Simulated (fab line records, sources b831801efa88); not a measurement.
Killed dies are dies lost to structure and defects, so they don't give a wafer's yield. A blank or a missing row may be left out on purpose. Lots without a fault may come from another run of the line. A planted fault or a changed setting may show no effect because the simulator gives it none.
fab line records | flow gf180mcu | part 2 of 2: steps 24 to 34 of 34
record lots=5 wafers=15 last_day=34
route steps=602 shown V2@393 M3@409
lots that met no fault: from a run of the same line without faults
start_h: hours from the record's first day to the start of the lot's first wafer shown | wait_h: hours since the lot's step before | " the same as in the row above | L1.1+2: a row that stands for several wafers | - no value, or no start given | * or withheld: withheld | < > ~ a bound
route shown NAME@n: a module of which the file shows steps, and the number in the route of the first | usual: mean/standard deviation of fault-free wafers | same: alike in all rows | chamber/n: place in a boat | sites: the reading at each site | _std_site: their standard deviation | _edge_site: outer sites' mean less inner sites' | radius_mm: how far each site lies from the wafer's centre | mask NAME#n: copy n | behind: the tool/chamber that last shaped the wafer | hold: why the lot was held/for how many hours/how that ended | device: the transistor (n, p or np) that didn't switch | end of line: the same wafers' tests at the end of the route | a step without rows: its recipe alone | killed: dies lost to structure and defects at the first sort, not the wafer's yield | map: a wafer's dies, x killed, . not, _ none there
set.NAME: the setting as run; set.NAME@STEP: as run at that earlier step | model.NAME: the simulator's own value behind a step, which no gauge read
lots at some steps of the route; a table a step, a row a wafer
services: from which hour (start_h, from the record's first day; less than 0 if before it) a tool's chamber was out of use, for how many hours, and why
## steps
# step GF_M3_DEHYDRATE_07
# recipe temp_c=200 time_s=60
# columns lot.wafer tool chamber start_h wait_h
L076.3+4+6 litho_track-03 0 496.55 11.2
L085.4+5+6 litho_track-02 0 579.62 10.3
L089.1+3+4 litho_track-04 0 604.09 9.9
L096.1+2+4 litho_track-03 0 650.55 9.2
L097.1+3+6 litho_track-04 0 658.79 9.1
# step GF_M3_HMDS_08
# recipe prime_time_s=60 prime_temp_c=120
# columns lot.wafer tool chamber start_h wait_h
L076.3+4+6 litho_track-03 0 496.70 0.1
L085.4+5+6 litho_track-02 0 579.77 0.1
L089.1+3+4 litho_track-04 0 604.24 0.1
L096.1+2+4 litho_track-03 0 650.70 0.1
L097.1+3+6 litho_track-04 0 658.94 0.1
# step GF_M3_COAT_09
# recipe resist=KrF spin_rpm=withheld resist_thk_nm=1000
# columns lot.wafer tool chamber start_h wait_h
L076.3+4+6 litho_track-03 0 496.85 0.1
L085.4+5+6 litho_track-02 0 579.92 0.1
L089.1+3+4 litho_track-04 0 604.39 0.1
L096.1+2+4 litho_track-03 0 650.85 0.1
L097.1+3+6 litho_track-04 0 659.09 0.1
# step GF_M3_SOFTBAKE_10
# recipe temp_c=130 time_s=60 resist=KrF
# columns lot.wafer tool chamber start_h wait_h
L076.3+4+6 litho_track-03 0 497.00 0.1
L085.4+5+6 litho_track-02 0 580.07 0.1
L089.1+3+4 litho_track-04 0 604.54 0.1
L096.1+2+4 litho_track-03 0 651.00 0.1
L097.1+3+6 litho_track-04 0 659.24 0.1
# step GF_M3_EXPOSE_11
# recipe mask_id=Metal3 target_cd_nm=280 na=0.68 source_shape=conventional sigma_outer=0.6 dose_mj=28
# columns lot.wafer tool chamber start_h wait_h mask
L076.3+4+6 krf_scanner-01 0 - - Metal3#0
L085.4+5+6 krf_scanner-02 0 - - Metal3#0
L089.1+3+4 krf_scanner-01 0 - - Metal3#0
L096.1+2+4 krf_scanner-01 0 - - Metal3#0
L097.1+3+6 krf_scanner-01 0 - - Metal3#0
# step GF_M3_PEB_12
# recipe peb_temp_c=135 peb_time_s=90 resist=KrF
# columns lot.wafer tool chamber start_h wait_h
L076.3+4+6 litho_track-02 0 - -
L085.4+5+6 litho_track-02 0 - -
L089.1+3+4 litho_track-04 0 - -
L096.1+2+4 litho_track-03 0 - -
L097.1+3+6 litho_track-04 0 - -
# step GF_M3_DEVELOP_13
# recipe develop_time_s=60 dev_temp_c=21
# columns lot.wafer tool chamber start_h wait_h
L076.3+4+6 litho_track-02 0 508.90 0.1
L085.4+5+6 litho_track-02 0 590.52 0.1
L089.1+3+4 litho_track-04 0 614.64 0.2
L096.1+2+4 litho_track-03 0 660.60 0.2
L097.1+3+6 litho_track-04 0 668.54 0.2
# step GF_M3_CD_MEAS_14
# recipe target_cd_nm=280
# usual cd_nm=279.7/1.3
# columns lot.wafer tool chamber start_h wait_h cd_nm
L076.3 cd_sem-01 - 509.04 0.1 279.4
L076.4 " - " " 278.9
L076.6 " - " " 278.2
L085.4 cd_sem-02 - 590.66 0.1 279.2
L085.5 " - " " 279.2
L085.6 " - " " 280.7
L089.1 cd_sem-02 - 614.79 0.1 280.1
L089.3 " - " " 279.7
L089.4 " - " " 279.5
L096.1 cd_sem-01 - 660.75 0.1 278.3
L096.2 " - " " 278.0
L096.4 " - " " 277.7
L097.1 cd_sem-02 - 668.69 0.1 279.3
L097.3 " - " " 280.4
L097.6 " - " " 280.1
# step GF_M3_OVL_MEAS_15
# usual M3_OVL=-2/5.1
# columns lot.wafer tool chamber start_h wait_h M3_OVL[nm]
L076.3 overlay-01 - 509.13 0.1 3
L076.4 " - " " 4
L076.6 " - " " 1
L085.4 overlay-01 - 590.73 0.1 -17
L085.5 " - " " -3
L085.6 " - " " -8
L089.1 overlay-01 - 614.91 0.1 0
L089.3 " - " " -3
L089.4 " - " " -6
L096.1 overlay-01 - 660.87 0.1 5
L096.2 " - " " 4
L096.4 " - " " 4
L097.1 overlay-02 - 668.81 0.1 -6
L097.3 " - " " -2
L097.6 " - " " -7
# step GF_M3_METAL_ETCH_16
# recipe chemistry=Cl2/BCl3 mask_material=KrF target_depth_nm=750.8 stop_on=SiO2 pressure_mtorr=8 icp_w=800 bias_w=140 Cl2_flow_sccm=80 bcl3_flow_sccm=40 time_s=125.1
# usual bcl3_flow_sccm=40.02/0.12 drypump_motor_current_A=5.57/0.25 mfc_cl2_sccm=79.97/0.24 oes_product_au=0.985/0.0088 throttle_valve_pct=28.234/0.011
# columns lot.wafer tool chamber start_h wait_h bcl3_flow_sccm drypump_motor_current_A mfc_cl2_sccm oes_product_au rf_hours_counter_h throttle_valve_pct
L076.3 rie_metal-01 0 509.24 0.1 40.09 5.76 80.05 0.998 - 28.227
L076.4 " 0 " " 39.92 5.75 80.01 0.984 - 28.216
L076.6 " 0 " " 40.01 5.74 80.17 1.000 - 28.212
L085.4 rie_metal-04 1 590.80 0.1 40.10 5.82 80.28 1.001 - 28.230
L085.5 " 1 " " 40.07 5.82 79.85 1.000 - 28.215
L085.6 " 0 " " 39.94 5.56 80.12 0.988 - 28.235
L089.1 rie_metal-02 0 614.94 0.0 40.19 5.44 80.28 0.967 4 28.254
L089.3 " 0 " " 40.15 5.47 80.16 0.978 - 28.253
L089.4 " 1 " " 40.02 5.79 80.27 0.988 - 28.233
L096.1 rie_metal-01 0 660.91 0.0 40.17 5.77 80.14 0.999 15 28.231
L096.2 " 1 " " 40.02 5.15 79.78 0.983 4 28.256
L096.4 " 1 " " 40.07 5.15 80.05 0.981 - 28.230
L097.1 rie_metal-02 0 668.84 0.0 40.15 5.47 80.26 0.976 7 28.247
L097.3 " 0 " " 40.03 5.47 79.66 0.972 - 28.252
L097.6 " 0 " " 40.08 5.47 79.90 0.968 - 28.247
# step GF_M3_STRIP_17
# recipe chemistry=O2/N2 power_w=1400 pressure_mtorr=1500 platen_temp_c=250 o2_flow_sccm=3000 n2_flow_sccm=300 overash_fraction=0.5
# usual drypump_motor_current_A=5.8/0.41 heater_power_w=313/22 o2_flow_sccm=3001/9.9 oes_product_au=0.538/0.0053 strip_time_to_endpoint_s=7.42/0.071
# columns lot.wafer tool chamber start_h wait_h drypump_motor_current_A heater_power_w o2_flow_sccm oes_product_au rf_hours_counter_h strip_time_to_endpoint_s
L076.3 plasma_asher-04 0 509.45 0.2 6.2 330 2994 0.531 - 7.29
L076.4 " 1 " " 5.0 295 3013 0.528 - 7.34
L076.6 " 1 " " 4.9 299 3015 0.534 - 7.27
L085.4 plasma_asher-04 0 590.92 0.1 6.2 325 2999 0.533 - 7.42
L085.5 " 1 " " 4.9 297 3012 0.533 - 7.43
L085.6 " 0 " " 6.2 331 2986 0.537 - 7.43
L089.1 plasma_asher-01 1 615.07 0.1 5.8 343 2996 0.547 100 7.50
L089.3 " 0 " " 6.0 281 3008 0.539 - 7.49
L089.4 " 1 " " 5.8 351 2996 0.538 - 7.35
L096.1 plasma_asher-03 0 661.04 0.1 6.0 315 3001 0.542 23 7.33
L096.2 " 1 " " 5.8 309 3008 0.543 23 7.46
L096.4 " 0 " " 6.0 314 2996 0.549 - 7.45
L097.1 plasma_asher-01 1 669.10 0.2 5.9 339 2987 0.544 106 7.51
L097.3 " 1 " " 5.8 343 2983 0.545 - 7.57
L097.6 " 0 " " 6.0 273 3006 0.542 - 7.52
## services
# columns tool chamber start_h hours kind
cmp-02 - 457.95 2.5 repair
cvd_w-02 0 462.91 11.6 repair
pvd_sputter-04 - 470.16 5.5 repair
rie_diel-01 0 526.88 5.7 repair
pvd_sputter-01 - 529.28 2.3 repair
krf_scanner-01 - 532.79 1.0 pm
cvd_w-02 0 545.34 7.4 repair
krf_scanner-01 - 545.58 1.3 pm
cvd_w-02 1 548.38 9.6 repair
plasma_asher-04 - 552.38 2.8 pm
rie_diel-01 - 558.27 2.8 pm
krf_scanner-01 - 570.89 3.6 pm
cmp-02 - 572.27 4.0 pm
rie_diel-04 1 579.18 6.6 repair
cmp-02 - 579.52 2.0 repair
krf_scanner-01 - 584.89 0.8 pm
cvd_w-02 - 586.81 2.8 pm
cvd_w-02 - 590.81 6.9 pm
rie_diel-04 0 595.90 26.1 repair
rie_diel-01 3 607.90 5.7 repair
krf_scanner-01 - 614.50 0.6 repair
cmp-02 - 632.90 7.9 pm
krf_scanner-01 - 645.20 0.7 repair
rie_diel-01 1 660.52 4.0 repair
